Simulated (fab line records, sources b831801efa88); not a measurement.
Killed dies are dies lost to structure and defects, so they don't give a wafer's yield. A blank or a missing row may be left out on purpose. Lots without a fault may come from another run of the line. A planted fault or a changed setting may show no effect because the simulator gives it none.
fab line records | flow gf180mcu
record lots=7 wafers=21 last_day=34
route steps=602 shown VT_IMPLANT@108
lots that met no fault: from a run of the same line without faults
start_h: hours from the record's first day to the start of the lot's first wafer shown | wait_h: hours since the lot's step before | " the same as in the row above | L1.1+2: a row that stands for several wafers | - no value, or no start given | * or withheld: withheld | < > ~ a bound
route shown NAME@n: a module of which the file shows steps, and the number in the route of the first | usual: mean/standard deviation of fault-free wafers | same: alike in all rows | chamber/n: place in a boat | sites: the reading at each site | _std_site: their standard deviation | _edge_site: outer sites' mean less inner sites' | radius_mm: how far each site lies from the wafer's centre | mask NAME#n: copy n | behind: the tool/chamber that last shaped the wafer | hold: why the lot was held/for how many hours/how that ended | device: the transistor (n, p or np) that didn't switch | end of line: the same wafers' tests at the end of the route | a step without rows: its recipe alone | killed: dies lost to structure and defects at the first sort, not the wafer's yield | map: a wafer's dies, x killed, . not, _ none there
set.NAME: the setting as run; set.NAME@STEP: as run at that earlier step | model.NAME: the simulator's own value behind a step, which no gauge read
lots at some steps of the route; a table a step, a row a wafer
services: from which hour (start_h, from the record's first day; less than 0 if before it) a tool's chamber was out of use, for how many hours, and why
## steps
# step GF_VT_IMPLANT_OVL_MEAS_18
# usual VT_IMPLANT_01_OVL=-0.7/1.2
# columns lot.wafer tool chamber start_h wait_h VT_IMPLANT_01_OVL[nm]
L370.1 overlay-02 - 144.77 0.1 -1.4
L370.4 " - " " -0.8
L370.6 " - " " -1.4
L375.2 overlay-01 - 176.12 0.1 0.5
L375.3 " - " " -1.7
L375.4 " - " " -2.0
L376.2 overlay-01 - 181.96 0.1 -0.9
L376.4 " - " " -1.6
L376.6 " - " " 0.7
L377.2 overlay-01 - 190.77 0.1 -3.5
L377.4 " - " " -1.4
L377.5 " - " " -3.1
L381.3 overlay-01 - 214.20 0.1 -0.4
L381.4 " - " " -0.4
L381.5 " - " " -0.4
L382.1 overlay-01 - 219.44 0.1 -1.6
L382.2 " - " " -0.3
L382.4 " - " " 1.5
L389.1 overlay-01 - 269.15 0.1 0.5
L389.4 " - " " -0.2
L389.6 " - " " 0.9
# step GF_VT_IMPLANT_IMPLANT_19
# recipe species=As energy_kev=100 dose_cm2=4.49e+12 tilt_deg=7
# step GF_VT_IMPLANT_STRIP_20
# recipe chemistry=O2/N2 power_w=1400 pressure_mtorr=1500 platen_temp_c=250 o2_flow_sccm=3000 n2_flow_sccm=300 overash_fraction=0.5
# usual chamber_pressure_mTorr=1500.0/1.3 drypump_motor_current_A=5.67/0.25 heater_power_w=320/28 oes_product_au=0.716/0.005 strip_time_to_endpoint_s=12.64/0.04
# columns lot.wafer tool chamber start_h wait_h chamber_pressure_mTorr drypump_motor_current_A heater_power_w oes_product_au rf_hours_counter_h strip_time_to_endpoint_s
L370.1 plasma_asher-01 1 144.95 0.1 1500.0 5.94 324 0.714 3 12.69
L370.4 " 1 " " 1501.0 5.93 322 0.722 - 12.68
L370.6 " 0 " " 1498.2 5.58 281 0.710 - 12.69
L375.2 plasma_asher-02 0 176.30 0.1 1500.0 5.63 323 0.723 54 12.56
L375.3 " 1 " " 1500.3 6.06 309 0.712 - 12.54
L375.4 " 0 " " 1500.0 5.62 318 0.710 - 12.53
L376.2 plasma_asher-04 0 182.14 0.1 1502.8 5.58 311 0.708 38 12.62
L376.4 " 0 " " 1499.8 5.57 313 0.718 - 12.64
L376.6 " 1 " " 1501.0 5.29 377 0.722 - 12.64
L377.2 plasma_asher-04 1 190.95 0.1 1498.3 5.28 375 0.715 39 12.61
L377.4 " 1 " " 1501.0 5.28 377 0.714 - 12.63
L377.5 " 1 " " 1500.7 5.29 374 0.712 - 12.61
L381.3 plasma_asher-01 0 214.41 0.1 1499.3 5.59 291 0.714 - 12.71
L381.4 " 1 " " 1499.4 5.95 331 0.718 - 12.68
L381.5 " 1 " " 1501.2 5.93 330 0.711 - 12.66
L382.1 plasma_asher-02 1 219.63 0.1 1499.5 6.06 303 0.718 59 12.63
L382.2 " 0 " " 1499.1 5.61 315 0.716 59 12.65
L382.4 " 0 " " 1501.0 5.63 320 0.724 - 12.66
L389.1 plasma_asher-02 0 269.34 0.1 1501.0 5.62 325 0.719 64 12.61
L389.4 " 0 " " 1501.1 5.65 319 0.715 - 12.56
L389.6 " 0 " " 1498.6 5.60 327 0.714 - 12.62
# step GF_VT_IMPLANT_TW_MEAS_21
# usual VT_IMPLANT_2_TW=1219/8.4
# columns lot.wafer tool chamber start_h wait_h VT_IMPLANT_2_TW
L370.1 film_metro-01 - 145.07 0.1 1212
L370.4 " - " " 1211
L370.6 " - " " 1209
L375.2 film_metro-03 - 176.41 0.1 1223
L375.3 " - " " 1230
L375.4 " - " " 1222
L376.2 film_metro-01 - 182.25 0.1 1223
L376.4 " - " " 1214
L376.6 " - " " 1222
L377.2 film_metro-04 - 191.06 0.1 1220
L377.4 " - " " 1216
L377.5 " - " " 1216
L381.3 film_metro-03 - 214.50 0.1 1241
L381.4 " - " " 1236
L381.5 " - " " 1238
L382.1 film_metro-01 - 219.73 0.1 1219
L382.2 " - " " 1218
L382.4 " - " " 1220
L389.1 film_metro-04 - 269.44 0.1 1227
L389.4 " - " " 1228
L389.6 " - " " 1220
# step GF_VT_IMPLANT_DEHYDRATE_22
# recipe temp_c=200 time_s=60
# step GF_VT_IMPLANT_HMDS_23
# recipe prime_time_s=60 prime_temp_c=120
# step GF_VT_IMPLANT_COAT_24
# recipe resist=NOVOLAK spin_rpm=3000 resist_thk_nm=1000
# step GF_VT_IMPLANT_SOFTBAKE_25
# recipe temp_c=90 time_s=60 resist=NOVOLAK
# step GF_VT_IMPLANT_EXPOSE_26
# recipe mask_id=LVPWELL_HV_AREA target_cd_nm=860 na=0.6 source_shape=conventional sigma_outer=0.6 dose_mj=140
# step GF_VT_IMPLANT_PEB_27
# recipe temp_c=withheld time_s=* resist=NOVOLAK
# step GF_VT_IMPLANT_DEVELOP_28
# recipe develop_time_s=60 dev_temp_c=23
# step GF_VT_IMPLANT_OVL_MEAS_29
# usual VT_IMPLANT_02_OVL=-1.5/1.2
# columns lot.wafer tool chamber start_h wait_h VT_IMPLANT_02_OVL[nm]
L370.1 overlay-01 - 161.11 0.1 0.2
L370.4 " - " " -1.4
L370.6 " - " " -0.9
L375.2 overlay-01 - 192.20 0.1 0.3
L375.3 " - " " -1.7
L375.4 " - " " -0.5
L376.2 overlay-01 - 198.91 0.1 0.6
L376.4 " - " " 0.4
L376.6 " - " " -1.2
L377.2 overlay-01 - 207.75 0.1 -1.1
L377.4 " - " " -0.1
L377.5 " - " " -1.8
L381.3 overlay-01 - 232.10 0.1 -0.2
L381.4 " - " " 2.8
L381.5 " - " " 0.3
L382.1 overlay-02 - 237.24 0.1 -3.0
L382.2 " - " " -2.0
L382.4 " - " " -3.2
L389.1 overlay-01 - 289.36 0.1 -2.5
L389.4 " - " " -1.8
L389.6 " - " " -1.4
# step GF_VT_IMPLANT_IMPLANT_30
# recipe species=B energy_kev=24.46 dose_cm2=2.534e+12 tilt_deg=7
# usual beam_energy_keV=24.459/0.0083 beam_on_s=10.02/0.2
# columns lot.wafer tool chamber start_h wait_h beam_energy_keV beam_on_s
L370.1 implanter-02 0 161.14 0.0 24.461 10.05
L370.4 " 0 " " 24.455 9.80
L370.6 " 0 " " 24.458 10.19
L375.2 implanter-04 - 192.25 0.0 - -
L375.3 " - " " - -
L375.4 " - " " - -
L376.2 implanter-04 - 198.97 0.0 - -
L376.4 " - " " - -
L376.6 " - " " - -
L377.2 implanter-02 - 207.80 0.0 - -
L377.4 " - " " - -
L377.5 " - " " - -
L381.3 implanter-02 0 232.18 0.1 24.449 9.89
L381.4 " 0 " " 24.447 10.21
L381.5 " 0 " " 24.463 9.91
L382.1 implanter-04 0 237.28 0.0 24.471 9.86
L382.2 " 0 " " 24.461 9.83
L382.4 " 0 " " 24.458 9.90
L389.1 implanter-02 0 289.40 0.0 24.455 9.71
L389.4 " 0 " " 24.455 10.07
L389.6 " 0 " " 24.459 9.71
# step GF_VT_IMPLANT_STRIP_31
# recipe chemistry=O2/N2 power_w=1400 pressure_mtorr=1500 platen_temp_c=250 o2_flow_sccm=3000 n2_flow_sccm=300 overash_fraction=0.5
# usual chamber_pressure_mTorr=1500.1/1.3 drypump_motor_current_A=5.72/0.25 heater_power_w=317/25 oes_product_au=0.716/0.0045 strip_time_to_endpoint_s=12.63/0.039
# columns lot.wafer tool chamber start_h wait_h chamber_pressure_mTorr drypump_motor_current_A heater_power_w oes_product_au rf_hours_counter_h strip_time_to_endpoint_s
L370.1 plasma_asher-02 0 161.29 0.1 1500.7 5.61 326 0.715 52 12.66
L370.4 " 1 " " 1499.0 6.12 307 0.714 - 12.67
L370.6 " 0 " " 1501.6 5.62 326 0.713 - 12.66
L375.2 plasma_asher-01 0 192.38 0.1 1499.0 5.60 288 0.714 7 12.64
L375.3 " 0 " " 1499.7 5.58 285 0.719 - 12.59
L375.4 " 1 " " 1500.8 5.94 335 0.720 - 12.65
L376.2 plasma_asher-02 0 199.09 0.1 1501.0 5.64 318 0.719 56 12.62
L376.4 " 1 " " 1498.4 6.08 312 0.714 - 12.64
L376.6 " 0 " " 1498.6 5.61 322 0.721 - 12.59
L377.2 plasma_asher-02 0 207.93 0.1 1500.0 5.61 319 0.717 57 12.64
L377.4 " 1 " " 1500.7 6.08 309 0.711 - 12.60
L377.5 " 0 " " 1499.1 5.59 317 0.716 - 12.65
L381.3 plasma_asher-01 0 232.31 0.1 1503.0 5.59 285 0.721 - 12.61
L381.4 " 1 " " 1499.8 5.94 330 0.712 - 12.65
L381.5 " 0 " " 1501.2 5.57 295 0.714 - 12.62
L382.1 plasma_asher-01 1 237.43 0.1 1498.5 5.91 324 0.714 12 12.65
L382.2 " 0 " " 1499.1 5.61 283 0.698 12 12.69
L382.4 " 1 " " 1501.7 5.95 324 0.716 - 12.68
L389.1 plasma_asher-02 1 289.55 0.1 1500.4 6.13 310 0.718 66 12.59
L389.4 " 1 " " 1499.6 6.08 318 0.715 - 12.60
L389.6 " 0 " " 1500.9 5.59 314 0.724 - 12.56
# step GF_VT_IMPLANT_TW_MEAS_32
# usual VT_IMPLANT_3_TW=265.9/1.8
# columns lot.wafer tool chamber start_h wait_h VT_IMPLANT_3_TW
L370.1 film_metro-01 - 161.39 0.1 262.2
L370.4 " - " " 263.7
L370.6 " - " " 263.7
L375.2 film_metro-04 - 192.49 0.1 29.7
L375.3 " - " " 29.7
L375.4 " - " " 29.6
L376.2 film_metro-03 - 199.20 0.1 30.2
L376.4 " - " " 30.3
L376.6 " - " " 30.2
L377.2 film_metro-01 - 208.04 0.1 30.0
L377.4 " - " " 30.0
L377.5 " - " " 29.9
L381.3 film_metro-01 - 232.40 0.1 266.3
L381.4 " - " " 265.9
L381.5 " - " " 267.0
L382.1 film_metro-03 - 237.53 0.1 269.1
L382.2 " - " " 267.3
L382.4 " - " " 267.8
L389.1 film_metro-04 - 289.65 0.1 269.3
L389.4 " - " " 266.9
L389.6 " - " " 267.8
# step GF_VT_IMPLANT_DEHYDRATE_33
# recipe temp_c=200 time_s=60
## services
# columns tool chamber start_h hours kind
plasma_asher-02 - 130.99 1.4 repair
implanter-04 - 137.14 5.2 pm
plasma_asher-01 - 185.61 2.8 pm
implanter-02 - 196.48 1.3 repair
## key
first_sign step=GF_VT_IMPLANT_IMPLANT_30 reading=tool_record direction=missing
effect step=GF_VT_IMPLANT_TW_MEAS_32 reading=VT_IMPLANT_3_TW direction=down sigmas=99+ usual=265.9 struck=30.0
met_at GF_VT_IMPLANT_IMPLANT_30
struck_wafers L375.2,L375.3,L375.4,L376.2,L376.4,L376.6,L377.2,L377.4,L377.5
later_rows_left_out L375.2,L375.3,L375.4,L376.2,L376.4,L376.6,L377.2,L377.4,L377.5
sort_left_out L375.2,L375.3,L375.4,L376.2,L376.4,L376.6,L377.2,L377.4,L377.5
tester_left_out L375,L376,L377
onset_between 161.14 192.25
fault kind=skipped_step_whole tool=implanter-02,implanter-04 chamber=- onset_h=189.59 steps=GF_VT_IMPLANT_IMPLANT_30 scope=struck_lots_only
# tester_left_out: of these lots the tester's yield and bins aren't shown, on N5 and GAA mostly nor the transistor test; their killed dies are dies lost to structure and defects alone, not to doping, threshold or leakage, so they don't give the yield
# sort_left_out: the simulated sort isn't trusted on such a fault, so these wafers' sort isn't shown, and their yield isn't known
# later_rows_left_out: the simulator's readings of these wafers behind a module that went badly wrong aren't trusted and aren't shown, but for the sort
